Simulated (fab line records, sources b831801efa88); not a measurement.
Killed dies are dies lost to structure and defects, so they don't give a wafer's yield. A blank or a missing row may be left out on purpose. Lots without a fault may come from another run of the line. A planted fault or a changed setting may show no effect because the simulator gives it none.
Tool commonality check | flow sky130 | 14 lots, 48 wafers sampled

WHY IT WAS OPENED
At SKY_VT_ADJUST_NCORE_CD_MEAS_07 the reading cd_nm is flagged on 2 of 14 lots. Wafers without a fault read 379.4 nm, standard deviation 1.9.
Rule: a lot is flagged when every wafer of it that has a number lies more than 4 standard deviations from that mean, or none has a number. The other lots count as sound.

lot  | measured     | on        | cd_nm (nm), wafer by wafer          | flag
L449 | day 8 18:33  | cd_sem-02 | 384.6 383.1 379.7                   |
L450 | day 9 03:16  | cd_sem-01 | 381.4 381.7 378.4                   |
L452 | day 9 11:42  | cd_sem-02 | 379.6 381.4 382.3                   |
L453 | day 9 18:34  | cd_sem-01 | 381.2 381.0 381.6                   |
L454 | day 10 04:36 | cd_sem-01 | 377.4 378.9 378.8                   |
L456 | day 10 15:49 | cd_sem-02 | 374.1 374.9 376.6                   |
L458 | day 11 07:57 | cd_sem-02 | 279.2 279.3 280.1 279.8 279.1 279.8 | FLAGGED
L459 | day 11 17:36 | cd_sem-01 | 377.4 379.6 378.7                   |
L461 | day 12 06:00 | cd_sem-02 | 297.8 297.2 301.0 297.6 297.2 301.1 | FLAGGED
L463 | day 12 20:46 | cd_sem-01 | 377.3 375.9 376.6                   |
L468 | day 14 15:38 | cd_sem-01 | 379.6 382.6 380.5                   |
L469 | day 14 23:38 | cd_sem-01 | 379.6 380.4 378.0                   |
L470 | day 15 14:33 | cd_sem-02 | 376.9 380.1 378.0                   |
L471 | day 16 03:21 | cd_sem-01 | 377.4 377.0 378.0                   |
The numbers of the flagged lots are 289.1 nm on average: -90.3 nm against the usual, or -48 standard deviations.

WHICH TOOL RAN EACH LOT
The record holds 1 process step before the reading, out of a route of 708 steps. In each cell: the tool, then ch and the chambers that the sampled wafers went through, then the start.
lot  | flag    | SKY_VT_ADJUST_NCORE_DEVELOP_06
L449 |         | litho_track-03 ch 0, day 8 18:24
L450 |         | litho_track-01 ch 0, day 9 03:07
L452 |         | litho_track-03 ch 0, day 9 11:33
L453 |         | litho_track-01 ch 0, day 9 18:25
L454 |         | litho_track-03 ch 0, day 10 04:27
L456 |         | litho_track-03 ch 0, day 10 15:40
L458 | FLAGGED | litho_track-03 ch 0, day 11 07:48
L459 |         | litho_track-02 ch 0, day 11 17:27
L461 | FLAGGED | litho_track-03 ch 0, day 12 05:51
L463 |         | litho_track-01 ch 0, day 12 20:37
L468 |         | litho_track-02 ch 0, day 14 15:30
L469 |         | litho_track-01 ch 0, day 14 23:29
L470 |         | litho_track-03 ch 0, day 15 14:24
L471 |         | litho_track-02 ch 0, day 16 03:12
What these steps do:
- SKY_VT_ADJUST_NCORE_DEVELOP_06: develop time 60 s.
- SKY_VT_ADJUST_NCORE_CD_MEAS_07: target cd 380 nm.

FLAGGED OVER TOTAL, TOOL BY TOOL (the gauges that took the reading come last)
step                           | tool           | lots run | flagged | share of the flagged lots | sound lots run after its first flagged lot
SKY_VT_ADJUST_NCORE_DEVELOP_06 | litho_track-01 | 4        | 0       | none                      | -
SKY_VT_ADJUST_NCORE_DEVELOP_06 | litho_track-02 | 3        | 0       | none                      | -
SKY_VT_ADJUST_NCORE_DEVELOP_06 | litho_track-03 | 7        | 2       | all                       | 1 (L470)
SKY_VT_ADJUST_NCORE_CD_MEAS_07 | cd_sem-01      | 8        | 0       | none                      | -
SKY_VT_ADJUST_NCORE_CD_MEAS_07 | cd_sem-02      | 6        | 2       | all                       | 1 (L470)

WHAT THE TABLE ALLOWS
2 rows of the table ran every flagged lot: litho_track-03 at SKY_VT_ADJUST_NCORE_DEVELOP_06, cd_sem-02 at SKY_VT_ADJUST_NCORE_CD_MEAS_07.
- litho_track-03 at SKY_VT_ADJUST_NCORE_DEVELOP_06: 2 of its 7 lots flagged. Sound lots ran on it after the first flagged one (L470), which a lasting fault on the whole tool wouldn't allow.
- cd_sem-02 at SKY_VT_ADJUST_NCORE_CD_MEAS_07: 2 of its 6 lots flagged. Sound lots ran on it after the first flagged one (L470), which a lasting fault on the whole tool wouldn't allow.
No row of the table ran every flagged lot and no sound lot after the first.

WHAT THE SIMULATOR HAD PUT IN
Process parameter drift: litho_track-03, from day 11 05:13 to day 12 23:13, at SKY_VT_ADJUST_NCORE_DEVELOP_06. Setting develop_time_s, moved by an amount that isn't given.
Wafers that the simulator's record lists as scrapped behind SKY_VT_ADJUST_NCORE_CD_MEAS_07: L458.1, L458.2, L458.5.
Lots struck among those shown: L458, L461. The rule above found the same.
